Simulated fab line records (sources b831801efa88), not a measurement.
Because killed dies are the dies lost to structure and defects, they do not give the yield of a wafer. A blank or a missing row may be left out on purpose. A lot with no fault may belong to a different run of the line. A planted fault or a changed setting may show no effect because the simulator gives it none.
8D (eight disciplines) problem report, filled in by code | flow gf180mcu | the parts of the form that need people (team, actions taken, sign-off) are left out

== 1. THE PROBLEM ==
Mean of spikeTcCentreC at GF_DUAL_GATE_OXIDATION_15: 828.6 C across 9 wafers in 3 lots; on wafers with no fault it is 849.6 C (standard deviation 0.94). Relative to the usual mean, that is a shift of -22 standard deviations.
The step: stabilise 600 s, purge 300 s, target thk 7.098 nm.
First observed at day 13 03:52: wafer L101.1, on furnace-02. The record has a number at this step for 21 wafers belonging to 7 lots. By rule, "out" or "out of limits" means more than 4 standard deviations away from the usual mean. All remaining wafers that have a number are taken as sound.

== 2. WHAT IT IS; WHAT IT IS NOT ==
question                    | is                                                                        | is not
which readings at this step | spikeTcCentreC, spikeTcBottomC, spikeTcLowerC, spikeTcTopC, spikeTcUpperC | zonePowerUpperPct
which lots                  | L101, L102, L105                                                          | L103, L106, L989, L998
which wafers of those lots  | all that have a number                                                    | -
read on which tools         | furnace-02                                                                | furnace-01
when                        | from day 13 03:52                                                         | up to then (6 sound wafers); but 6 sound wafers of L103, L106 came after

== 3. THE SUSPECTS, EACH WITH WHAT RULES IT OUT ==
Counting: a tool at a process step up to the reading stays a suspect if it ran every lot that is out and no sound lot after the first of them.
- furnace-02 at GF_DUAL_GATE_OXIDATION_15 (stabilise 600 s, purge 300 s, target thk 7.098 nm): kept. Every lot that is out went through it, starting with L101 (day 13 03:52), and after that it ran no sound lot; the last sound lot it ran before then is L998 (day 11 22:16). Its own readings are out on those wafers: spikeTcBottomC, spikeTcCentreC, spikeTcLowerC, spikeTcTopC, spikeTcUpperC.
The count leaves furnace-02 at GF_DUAL_GATE_OXIDATION_15.

== 4. THE CAUSE (what the simulator had put in) ==
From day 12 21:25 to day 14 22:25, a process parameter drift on furnace-02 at GF_DUAL_GATE_OXIDATION_15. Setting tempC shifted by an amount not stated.
After counting, this tool was the only one left.

== 5. SEQUENCE OF EFFECTS, ordered by route ==
Each row: a reading whose mean over the struck wafers that have a number lies more than 3 standard deviations from the usual. Readings are gone through only where the record gives a usual standard deviation; hours: the median, over the lots, of the time from a lot's start at the first step in this table giving one to that lot's start at this step; sigmas: the change measured in usual standard deviations.
hours | step                      | reading        | usual   | on struck wafers | change | sigmas
0     | GF_DUAL_GATE_OXIDATION_15 | spikeTcBottomC | 864.4 C | 844.1            | -20.3  | -17
0     | GF_DUAL_GATE_OXIDATION_15 | spikeTcCentreC | 849.6 C | 828.6            | -21.0  | -22
0     | GF_DUAL_GATE_OXIDATION_15 | spikeTcLowerC  | 850.6 C | 830.3            | -20.3  | -20
0     | GF_DUAL_GATE_OXIDATION_15 | spikeTcTopC    | 861.1 C | 841.8            | -19.3  | -11
0     | GF_DUAL_GATE_OXIDATION_15 | spikeTcUpperC  | 850.0 C | 829.5            | -20.5  | -21
Here are the process steps it includes:
- GF_DUAL_GATE_OXIDATION_15: stabilise 600 s, purge 300 s, target thk 7.098 nm.

== 6. WHAT WOULD HAVE CAUGHT IT SOONER ==
In this record the first reading out of limits was taken at day 13 03:52, 6 hours after the fault began at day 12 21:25.
